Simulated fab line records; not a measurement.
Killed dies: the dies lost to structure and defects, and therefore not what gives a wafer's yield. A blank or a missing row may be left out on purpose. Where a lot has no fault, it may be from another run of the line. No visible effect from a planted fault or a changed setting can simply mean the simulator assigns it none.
fab line records	flow sfq-line
record lots=14	wafers=42	last-day=91
route steps=325 shown M5@207 R5@223 I5@238 C5@244
lots that met no fault: taken from a fault-free run of the same line
start-h: start of the lot's first displayed wafer, in hours after the record's first day	wait-h: hours since the lot's step before	" the same as in the row above	L1.1+2: a single row standing in for several wafers	- no value, or no start was given	* or withheld: withheld	< > ~ a bound
route shown NAME@n: NAME is a module with steps in the file, n the number in the route of the first one	usual: mean/standard deviation taken from wafers without a fault	same: alike in all rows	chamber/n: place in a boat	sites: per-site readings	_std_site: standard deviation of those values	_edge_site: outer sites' mean less inner sites'	radius-mm: how far each site lies from the wafer's centre	mask NAME#n: copy n	behind: the tool/chamber that last shaped the wafer	hold: the reason the lot was held/the length of the hold in hours/how it ended	device: transistor that didn't switch, given as n, p or np	end of line: tests of these same wafers at the route's end	a step given without rows: its recipe and nothing more	killed: dies lost to structure and defects at the first sort, not the wafer's yield	map: shows each die of a wafer: x if killed, . if not, _ if none is there
set.NAME: the setting that was run; set.NAME@STEP: the one run at that earlier step	model.NAME: the simulator's own value behind a step, which no gauge read
one table for each step of the route and one row for each wafer, over a sample of lots
services: when a tool's chamber went out of use (start-h, in hours from the record's first day, below 0 if earlier), for how many hours, and the reason
## steps
# step SFQ_TRILAYER_M5_STRIP_STRIP_127
# recipe gas=O2	power-w=203.6	platen-temp-c=40	overash-fraction=0.65	chemistry=O2	pressure-mtorr=50
# usual drypump-motor-current-A=5.5/0.48	oes-product-au=1.000/0.0081
lot.wafer	tool	chamber	start-h	wait-h	drypump-motor-current-A	oes-product-au	rf-hours-counter-h
L370.2	rie-metal-03	0	1318.00	0.1	5.0	0.991	92
L370.4	"	0	"	"	4.9	0.988	-
L370.5	"	0	"	"	5.0	0.988	-
L371.1	rie-metal-03	1	1344.53	0.1	6.2	1.003	55
L371.2	"	0	"	"	5.0	1.005	97
L371.3	"	0	"	"	5.0	1.001	-
L372.1	rie-metal-04	0	1345.73	0.1	5.4	0.985	9
L372.2	"	1	"	"	4.9	0.992	57
L372.3	"	0	"	"	5.4	0.998	-
L374.1	rie-metal-01	1	1354.13	0.1	5.8	1.002	3
L374.2	"	0	"	"	6.0	0.992	46
L374.6	"	1	"	"	5.8	0.994	-
L375.1	rie-metal-03	0	1490.84	0.1	5.0	0.991	111
L375.3	"	1	"	"	6.2	1.002	-
L375.4	"	0	"	"	4.9	0.997	-
L376.2	rie-metal-04	0	1493.24	0.1	5.5	0.998	27
L376.4	"	1	"	"	5.0	0.996	-
L376.5	"	0	"	"	5.5	0.990	-
L377.2	rie-metal-03	0	1504.13	0.2	5.0	1.006	113
L377.4	"	1	"	"	6.2	1.017	-
L377.5	"	1	"	"	6.2	1.010	-
L379.1	rie-metal-04	1	1518.44	0.1	5.0	0.984	78
L379.3	"	1	"	"	5.0	0.991	-
L379.5	"	0	"	"	5.4	0.990	-
L381.1	rie-metal-01	1	1555.59	0.1	5.8	1.013	28
L381.2	"	0	"	"	6.0	0.992	71
L381.5	"	1	"	"	5.8	0.994	-
L384.2	rie-metal-03	1	1562.79	0.1	6.2	1.012	82
L384.3	"	1	"	"	6.2	1.014	-
L384.5	"	1	"	"	6.2	1.012	-
L385.3	rie-metal-01	0	1674.19	0.3	6.0	0.993	-
L385.4	"	1	"	"	5.8	1.010	-
L385.5	"	1	"	"	5.8	1.015	-
L391.1	rie-metal-01	0	1700.39	0.1	6.0	0.990	93
L391.2	"	1	"	"	5.8	1.001	50
L391.5	"	0	"	"	6.0	0.987	-
L392.2	rie-metal-04	1	1701.59	0.1	4.9	1.009	105
L392.3	"	1	"	"	5.0	0.996	-
L392.5	"	1	"	"	4.9	1.000	-
L393.1	rie-metal-01	0	1731.47	0.1	6.0	0.980	96
L393.5	"	1	"	"	5.8	1.003	-
L393.6	"	0	"	"	6.0	0.990	-
# step SFQ_R5_OVL_MEAS_935
# usual R5_OVL=3/4.7
lot.wafer	tool	chamber	start-h	wait-h	R5_OVL[nm]
L370.2	overlay-02	-	1452.94	0.1	-4
L370.4	"	-	"	"	-2
L370.5	"	-	"	"	-1
L371.1	overlay-01	-	1470.80	0.1	2
L371.2	"	-	"	"	4
L371.3	"	-	"	"	0
L372.1	overlay-02	-	1472.00	0.1	-1
L372.2	"	-	"	"	1
L372.3	"	-	"	"	-2
L374.1	overlay-02	-	1497.82	0.1	-1
L374.2	"	-	"	"	7
L374.6	"	-	"	"	11
L375.1	overlay-02	-	1611.82	0.1	5
L375.3	"	-	"	"	12
L375.4	"	-	"	"	8
L376.2	overlay-02	-	1614.23	0.1	8
L376.4	"	-	"	"	5
L376.5	"	-	"	"	7
L377.2	overlay-01	-	1623.83	0.1	9
L377.4	"	-	"	"	0
L377.5	"	-	"	"	6
L379.1	overlay-01	-	1641.82	0.1	10
L379.3	"	-	"	"	10
L379.5	"	-	"	"	10
L381.1	overlay-01	-	1645.22	0.1	1
L381.2	"	-	"	"	6
L381.5	"	-	"	"	4
L384.2	overlay-01	-	1649.58	0.1	9
L384.3	"	-	"	"	11
L384.5	"	-	"	"	11
L385.3	overlay-01	-	1779.31	0.1	-4
L385.4	"	-	"	"	1
L385.5	"	-	"	"	-8
L391.1	overlay-02	-	1804.50	0.1	3
L391.2	"	-	"	"	1
L391.5	"	-	"	"	3
L392.2	overlay-02	-	1810.51	0.1	11
L392.3	"	-	"	"	10
L392.5	"	-	"	"	6
L393.1	overlay-01	-	1836.00	0.1	6
L393.5	"	-	"	"	5
L393.6	"	-	"	"	-2
# step SFQ_TRILAYER_I5_STRIP_STRIP_148
# recipe gas=O2	power-w=200	platen-temp-c=40	overash-fraction=0.65	chemistry=O2	pressure-mtorr=50
# usual drypump-motor-current-A=5.6/0.5	oes-product-au=0.998/0.0079
lot.wafer	tool	chamber	start-h	wait-h	drypump-motor-current-A	oes-product-au	rf-hours-counter-h
L370.2	rie-metal-01	0	1585.65	-	6.0	0.995	76
L370.4	"	0	"	"	6.0	0.994	-
L370.5	"	0	"	"	6.0	0.998	-
L371.1	rie-metal-02	0	1600.05	-	5.7	0.980	46
L371.2	"	1	"	"	4.8	0.992	121
L371.3	"	0	"	"	5.7	0.998	-
L372.1	rie-metal-01	0	1601.25	-	6.0	0.999	78
L372.2	"	1	"	"	5.8	1.001	35
L372.3	"	0	"	"	6.0	0.999	-
L374.1	rie-metal-01	1	1604.97	-	5.8	1.008	36
L374.2	"	0	"	"	6.0	0.991	79
L374.6	"	1	"	"	5.8	0.994	-
L375.1	rie-metal-02	1	1615.95	-	4.8	0.995	124
L375.3	"	1	"	"	4.8	0.993	-
L375.4	"	0	"	"	5.7	1.002	-
L376.2	rie-metal-01	1	1617.67	-	5.8	1.005	39
L376.4	"	0	"	"	6.0	1.000	-
L376.5	"	1	"	"	5.7	1.001	-
L377.2	rie-metal-03	1	1627.47	-	6.2	1.014	-
L377.4	"	1	"	"	6.2	1.013	-
L377.5	"	1	"	"	6.2	1.008	-
L379.1	rie-metal-03	0	1651.12	-	4.9	0.988	1
L379.3	"	1	"	"	6.2	0.999	-
L379.5	"	0	"	"	4.9	0.986	-
L381.1	rie-metal-01	1	1654.72	-	5.8	0.999	44
L381.2	"	0	"	"	6.0	0.990	87
L381.5	"	1	"	"	5.8	1.003	-
L384.2	rie-metal-03	1	1730.45	-	6.2	0.981	103
L384.3	"	0	"	"	4.9	0.994	-
L384.5	"	0	"	"	5.0	0.989	-
L385.3	rie-metal-03	0	1878.28	-	5.0	1.003	-
L385.4	"	1	"	"	6.2	1.000	-
L385.5	"	0	"	"	5.0	1.006	-
L391.1	rie-metal-01	0	1894.88	-	6.0	0.996	123
L391.2	"	1	"	"	5.8	1.009	80
L391.5	"	0	"	"	6.0	1.000	-
L392.2	rie-metal-03	0	1901.08	-	5.0	0.992	-
L392.3	"	0	"	"	4.9	0.992	-
L392.5	"	0	"	"	5.0	0.994	-
L393.1	rie-metal-03	0	1921.28	-	5.0	0.989	40
L393.5	"	1	"	"	6.2	0.999	-
L393.6	"	0	"	"	4.9	0.984	-
# step SFQ_TRILAYER_C5_LITHO_PEB_154
# recipe peb-temp-c=115	peb-time-s=60	resist=KrF
# usual chill-plate-temp-C=23.00/0.12	exhaust-pa=45.0/1
lot.wafer	tool	chamber	start-h	wait-h	chill-plate-temp-C	exhaust-pa
L370.2	litho-track-01	0	1697.42	0.8	22.91	44.4
L370.4	"	0	"	"	22.84	43.1
L370.5	"	0	"	"	22.84	44.5
L371.1	litho-track-02	0	1707.00	1.0	23.03	45.5
L371.2	"	0	"	"	23.14	44.1
L371.3	"	0	"	"	23.10	45.9
L372.1	litho-track-03	0	1710.60	1.0	23.08	45.6
L372.2	"	0	"	"	22.95	45.7
L372.3	"	0	"	"	22.86	46.5
L374.1	litho-track-01	0	1714.20	1.0	23.10	44.2
L374.2	"	0	"	"	23.09	44.4
L374.6	"	0	"	"	23.00	44.7
L375.1	litho-track-02	0	1723.80	1.0	22.78	45.9
L375.3	"	0	"	"	22.82	45.3
L375.4	"	0	"	"	22.94	46.0
L376.2	litho-track-03	0	1726.10	0.8	23.01	44.9
L376.4	"	0	"	"	23.10	46.3
L376.5	"	0	"	"	23.07	44.6
L377.2	litho-track-02	0	1736.90	0.8	22.98	44.1
L377.4	"	0	"	"	22.96	42.9
L377.5	"	0	"	"	22.95	44.1
L379.1	litho-track-03	0	1753.68	1.0	23.11	44.6
L379.3	"	0	"	"	23.30	46.0
L379.5	"	0	"	"	23.28	45.3
L381.1	litho-track-01	0	1758.48	1.0	22.98	43.8
L381.2	"	0	"	"	22.93	44.2
L381.5	"	0	"	"	22.96	44.8
L384.2	litho-track-03	-	1813.63	0.8	-	-
L384.3	"	-	"	"	-	-
L384.5	"	-	"	"	-	-
L385.3	litho-track-03	-	1883.75	0.7	-	-
L385.4	"	-	"	"	-	-
L385.5	"	-	"	"	-	-
L391.1	litho-track-02	0	1900.93	1.0	22.93	44.6
L391.2	"	0	"	"	22.97	44.3
L391.5	"	0	"	"	22.96	42.9
L392.2	litho-track-01	0	1907.05	0.8	22.98	45.6
L392.3	"	0	"	"	22.97	46.0
L392.5	"	0	"	"	23.13	46.5
L393.1	litho-track-01	0	1924.02	1.0	23.05	44.6
L393.5	"	0	"	"	23.15	45.3
L393.6	"	0	"	"	23.08	44.7
## services
tool	chamber	start-h	hours	kind
rie-metal-03	-	1351.27	0.1	repair
rie-metal-03	-	1381.51	1.1	repair
rie-metal-04	1	1402.56	11.6	repair
rie-metal-02	-	1404.57	1.4	pm
rie-metal-02	0	1411.33	5.8	repair
rie-metal-02	-	1451.56	0.6	repair
rie-metal-04	-	1458.18	2.8	pm
rie-metal-04	-	1503.67	0.6	repair
rie-metal-01	-	1503.70	2.8	pm
rie-metal-02	-	1510.39	1.4	repair
rie-metal-03	-	1518.38	0.8	repair
rie-metal-01	0	1576.86	2.7	repair
rie-metal-02	0	1577.23	1.8	repair
rie-metal-02	0	1579.34	10.0	repair
rie-metal-04	-	1598.76	1.4	pm
rie-metal-03	-	1599.39	14.6	pm
rie-metal-02	-	1637.81	14.6	pm
rie-metal-03	-	1698.44	0.2	repair
rie-metal-04	0	1782.75	18.4	repair
rie-metal-02	1	1800.65	2.3	repair
rie-metal-04	1	1814.63	10.6	repair
rie-metal-04	-	1824.08	0.1	repair
rie-metal-03	1	1899.33	17.5	repair
rie-metal-03	-	1906.27	1.4	repair
## key
first-sign step=SFQ_TRILAYER_C5_LITHO_PEB_154	reading=tool-record	direction=missing
effect none on later readings
met-at SFQ_TRILAYER_C5_LITHO_PEB_154
struck-lots L384,L385
not-acting-at SFQ_TRILAYER_M5_STRIP_STRIP_127,SFQ_R5_OVL_MEAS_935,SFQ_TRILAYER_I5_STRIP_STRIP_148
onset-between 1753.68 1813.63
fault kind=skipped-step-whole	tool=litho-track-03	chamber=-	onset-h=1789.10	steps=SFQ_TRILAYER_C5_LITHO_PEB_154	scope=struck-lots-only
